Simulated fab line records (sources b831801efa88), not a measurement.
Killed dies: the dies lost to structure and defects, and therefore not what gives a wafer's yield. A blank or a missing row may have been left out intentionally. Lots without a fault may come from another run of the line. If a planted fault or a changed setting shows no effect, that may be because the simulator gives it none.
Chamber matching -- flow gf180mcu -- 4 sister chambers for GF_V3_CMP_26 on cmp-01
The step polishes, stops on SiO2, t overpolish 15 s, target thk 0 nm. 16 wafers are shown with their chamber, then 7 later ones without.

WAFERS, EACH WITH ITS CHAMBER
wafer,chamber,motor current A (A),slurry filter dp kPa (kPa),platen rpm (rpm)
L676.2,0,11.4,13.48,60.03
L676.4,2,11.3,13.40,60.02
L676.6,0,11.0,13.57,59.98
L678.1,1,9.3,13.56,60.01
L678.2,0,11.2,13.62,60.04
L678.5,3,11.4,13.70,60.02
L679.2,2,10.9,13.37,59.94
L679.3,0,11.5,13.71,60.04
L679.5,0,11.0,13.60,60.02
L682.1,0,11.2,13.48,59.97
L682.3,2,11.0,13.45,59.99
L682.5,3,11.8,13.51,60.00
L685.4,1,9.6,13.52,60.02
L685.5,2,10.6,13.48,60.00
L685.6,3,11.8,13.59,59.98
L690.2,3,12.1,13.37,60.03

SIGNATURES (averages over the wafers above)
reading,chamber 0,chamber 1,chamber 2,chamber 3,scatter within a chamber
motor current A,11.217,9.450,10.950,11.775,0.25
slurry filter dp kPa,13.5767,13.5400,13.4250,13.5425,0.0935
platen rpm,60.0133,60.0150,59.9875,60.0075,0.0285
Rule: a wafer's distance from a chamber is the root of the sum, over the readings, of the square of ((its reading less the chamber's mean) divided by the reading's scatter). If the next closest chamber is less than 2 further off than the closest, the wafer can't be placed; otherwise it belongs to the closest. How the scatter is found: for the shown wafers, subtract from each reading the mean of its chamber, square and add these, divide the total by (wafers less chambers), then take the root.

WAFERS WITHOUT THEIR CHAMBER
wafer,motor current A (A),slurry filter dp kPa (kPa),platen rpm (rpm)
L690.5,11.5,13.68,60.00
L695.1,11.6,13.71,59.91
L695.3,12.0,13.16,60.02
L695.5,11.6,13.29,59.99
L697.3,11.5,13.63,60.04
L697.5,11.6,13.70,60.00
L697.6,9.6,13.45,59.96

CHAMBER TAKEN BY EACH
wafer,from the rows above,in truth
L690.5,can't be placed: 0 or 3 or 2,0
L695.1,can't be placed: 3 or 0 or 2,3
L695.3,can't be placed: 3 or 2 or 0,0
L695.5,can't be placed: 3 or 2 or 0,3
L697.3,can't be placed: 0 or 3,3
L697.5,can't be placed: 3 or 0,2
L697.6,1,1
Correct placement for 1 of the 7. From these rows, 6 cannot be placed; in 5 the true chamber is one of the candidates. 0 placed wrongly.
